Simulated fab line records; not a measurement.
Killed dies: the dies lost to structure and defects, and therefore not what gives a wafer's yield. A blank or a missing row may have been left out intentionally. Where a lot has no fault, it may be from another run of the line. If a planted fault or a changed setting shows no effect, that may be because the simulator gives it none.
Which tool is to blame? :: flow sfq_line :: route of 325 steps, sampled at 1 step: 14 lots, 42 wafers

== WHAT THE GAUGES SHOWED, per wafer ==
The record lacks any reading of a measuring or inspecting step that a usual standard deviation could be used to judge.

== EACH LOT AND THE TOOL THAT RAN IT (in order: tool; ch and the chambers of the sampled wafers; start) ==
lot: L524
SFQ_TRILAYER_I1_VIA_LITHO_EXPOSE_050: krf_scanner-01 ch 0, day 24 05:22

lot: L525
SFQ_TRILAYER_I1_VIA_LITHO_EXPOSE_050: krf_scanner-01 ch 0, day 24 13:32

lot: L526
SFQ_TRILAYER_I1_VIA_LITHO_EXPOSE_050: krf_scanner-02, day 26 14:41

lot: L527
SFQ_TRILAYER_I1_VIA_LITHO_EXPOSE_050: krf_scanner-02, day 26 18:20

lot: L528
SFQ_TRILAYER_I1_VIA_LITHO_EXPOSE_050: krf_scanner-02 ch 0, day 26 21:08

lot: L536
SFQ_TRILAYER_I1_VIA_LITHO_EXPOSE_050: krf_scanner-02 ch 0, day 35 06:25

lot: L537
SFQ_TRILAYER_I1_VIA_LITHO_EXPOSE_050: krf_scanner-01 ch 0, day 35 11:08

lot: L539
SFQ_TRILAYER_I1_VIA_LITHO_EXPOSE_050: krf_scanner-01 ch 0, day 36 03:29

lot: L540
SFQ_TRILAYER_I1_VIA_LITHO_EXPOSE_050: krf_scanner-02 ch 0, day 36 19:25

lot: L542
SFQ_TRILAYER_I1_VIA_LITHO_EXPOSE_050: krf_scanner-02 ch 0, day 37 12:01

lot: L543
SFQ_TRILAYER_I1_VIA_LITHO_EXPOSE_050: krf_scanner-02 ch 0, day 37 19:37

lot: L545
SFQ_TRILAYER_I1_VIA_LITHO_EXPOSE_050: krf_scanner-02 ch 0, day 38 15:49

lot: L546
SFQ_TRILAYER_I1_VIA_LITHO_EXPOSE_050: krf_scanner-02 ch 0, day 38 19:25

lot: L547
SFQ_TRILAYER_I1_VIA_LITHO_EXPOSE_050: krf_scanner-02 ch 0, day 39 07:28
- SFQ_TRILAYER_I1_VIA_LITHO_EXPOSE_050: exposes mask I1, target cd 500 nm.

== WHAT THE TOOLS THEMSELVES READ (means of the sampled wafers that have a number; where no wafer has one, the mark that the record gives instead) ==
SFQ_TRILAYER_I1_VIA_LITHO_EXPOSE_050. Usual: exposure_dose_mJ_cm2 21.298, standard deviation 0.019; focus_offset_nm -0.1 nm, standard deviation 0.52.
lot: L524
tool: krf_scanner-01
exposure_dose_mJ_cm2: 21.308
focus_offset_nm (nm): 0.5
flag: 

lot: L525
tool: krf_scanner-01
exposure_dose_mJ_cm2: 21.285
focus_offset_nm (nm): -0.4
flag: 

lot: L526
tool: krf_scanner-02
exposure_dose_mJ_cm2: -
focus_offset_nm (nm): -
flag: OFF

lot: L527
tool: krf_scanner-02
exposure_dose_mJ_cm2: -
focus_offset_nm (nm): -
flag: OFF

lot: L528
tool: krf_scanner-02
exposure_dose_mJ_cm2: 21.292
focus_offset_nm (nm): -0.3
flag: 

lot: L536
tool: krf_scanner-02
exposure_dose_mJ_cm2: 21.301
focus_offset_nm (nm): 0.2
flag: 

lot: L537
tool: krf_scanner-01
exposure_dose_mJ_cm2: 21.334
focus_offset_nm (nm): -0.5
flag: 

lot: L539
tool: krf_scanner-01
exposure_dose_mJ_cm2: 21.307
focus_offset_nm (nm): 0.1
flag: 

lot: L540
tool: krf_scanner-02
exposure_dose_mJ_cm2: 21.295
focus_offset_nm (nm): -0.2
flag: 

lot: L542
tool: krf_scanner-02
exposure_dose_mJ_cm2: 21.303
focus_offset_nm (nm): -0.3
flag: 

lot: L543
tool: krf_scanner-02
exposure_dose_mJ_cm2: 21.269
focus_offset_nm (nm): -0.8
flag: 

lot: L545
tool: krf_scanner-02
exposure_dose_mJ_cm2: 21.281
focus_offset_nm (nm): -0.2
flag: 

lot: L546
tool: krf_scanner-02
exposure_dose_mJ_cm2: 21.291
focus_offset_nm (nm): 0.3
flag: 

lot: L547
tool: krf_scanner-02
exposure_dose_mJ_cm2: 21.300
focus_offset_nm (nm): 0.6
flag: 

== THE ANSWER, worked out from the rows above alone ==
Rule: take the mean of a lot's wafers that have a number; if it is more than 3 standard deviations from the usual mean, the lot is off. Also off: a lot with no number at a reading for which 4 or more lots have one. The other lots that the step has rows for count as sound. Order of review: gauges by route order, followed by the tools' own readings, for which a lot's mean as printed above is used. At the first step where some lot is off, the reading lying furthest off is the one used; lots without a number count as furthest.
Off at SFQ_TRILAYER_I1_VIA_LITHO_EXPOSE_050 (exposure_dose_mJ_cm2): L526, L527. Without a number there: L526, L527.
If a tool, at that step or one of the process steps before it, ran each lot that is off and ran no sound lot following the first of them, it fits. Of those tried, none fits.

== WHAT THE SIMULATOR PUT IN ==
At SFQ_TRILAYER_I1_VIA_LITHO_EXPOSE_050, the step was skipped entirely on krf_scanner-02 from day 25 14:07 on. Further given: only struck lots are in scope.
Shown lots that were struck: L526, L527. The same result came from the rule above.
